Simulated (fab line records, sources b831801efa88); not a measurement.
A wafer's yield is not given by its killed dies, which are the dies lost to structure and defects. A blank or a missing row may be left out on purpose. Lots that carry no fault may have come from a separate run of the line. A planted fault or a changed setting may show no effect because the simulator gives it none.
Problem report in the 8D (eight disciplines) form, filled by code + flow gf180mcu + the parts of the form that need people (team, actions taken, sign-off) are left out

## 1. THE PROBLEM
At GF_V2_CMP_26, overpolishRunS averages 0.037 s over 4 wafers from 2 lots, while fault-free wafers read 14.999 s, standard deviation 0.0093. That is -99 or more standard deviations from the usual mean.
The step: polishes, stops on SiO2, t overpolish 15 s, target thk 0 nm.
Earliest sighting: wafer L426.3 on cmp-01 at day 25 14:52. The record has a number at this step for 42 wafers belonging to 14 lots. The rule behind "out" and "out of limits": a value lying over 4 standard deviations away from the usual mean. All remaining wafers that have a number are taken as sound.

## 2. WHAT IT IS, WHAT IT ISN'T
| question                    | is                              | is not                                                                    |
|-----------------------------|---------------------------------|---------------------------------------------------------------------------|
| which readings at this step | overpolishRunS, timeToEndpointS | motorCurrentA, platenRpm, retainingRingPressureFrac, slurryFlowMlMin      |
| which lots                  | L426, L428                      | L412, L414, L416, L417, L418, L419, L420, L421, L423, L424, L425, L427    |
| which wafers of those lots  | L426.3, L426.4, L428.3, L428.4  | L426.1, L428.2                                                            |
| read on which tools         | cmp-01                          | cmp-02                                                                    |
| when                        | from day 25 14:52               | up to then (34 sound wafers); but 4 sound wafers of L427, L428 came after |

## 3. WHAT RULES OUT EACH SUSPECT
Counting: any tool at a process step up to the reading remains a suspect provided it ran every lot that is out. Sound lots after the first of them don't rule it out here, since some wafers of a struck lot are sound.
- cmp-01 at GF_V2_CMP_26 (polishes, stops on SiO2, t overpolish 15 s, target thk 0 nm): kept. Every lot that is out went through it, the first being L426 (day 25 14:52); the last sound lot it ran before that was L425 (day 25 07:31). Its own overpolishRunS, timeToEndpointS readings are out on those wafers.
- Within cmp-01 at GF_V2_CMP_26: the wafers that are out ran in chambers 1, 2; their sound lot-mates ran in chamber 3.
Remaining after the count: cmp-01 at GF_V2_CMP_26.

## 4. THE CAUSE (what the simulator had put in)
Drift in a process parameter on cmp-01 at GF_V2_CMP_26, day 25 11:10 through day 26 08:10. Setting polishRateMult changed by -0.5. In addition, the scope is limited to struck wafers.
This tool alone remained once counting was done.

## 5. THE CHAIN OF EFFECTS, in route order
Rows list readings where the struck wafers' mean (over those with a number) sits beyond 3 standard deviations from the usual. Only readings for which the record gives a usual standard deviation are gone through. hours: the time from each lot's start at the first step in this table that gives one to its start at this step, as a median over the lots. sigmas: the change in usual standard deviations.
| hours | step         | reading         | usual    | on struck wafers | change  | sigmas      |
|-------|--------------|-----------------|----------|------------------|---------|-------------|
| 0     | GF_V2_CMP_26 | overpolishRunS  | 14.999 s | 0.037            | -14.962 | -99 or more |
| 0     | GF_V2_CMP_26 | timeToEndpointS | 84 s     | 130              | +46     | +12         |
Process steps it contains:
- GF_V2_CMP_26: polishes, stops on SiO2, t overpolish 15 s, target thk 0 nm.

## 6. HOW IT WOULD HAVE BEEN CAUGHT EARLIER
First out-of-limits reading in this record: day 25 14:52, which is 4 hours after fault onset at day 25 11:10.
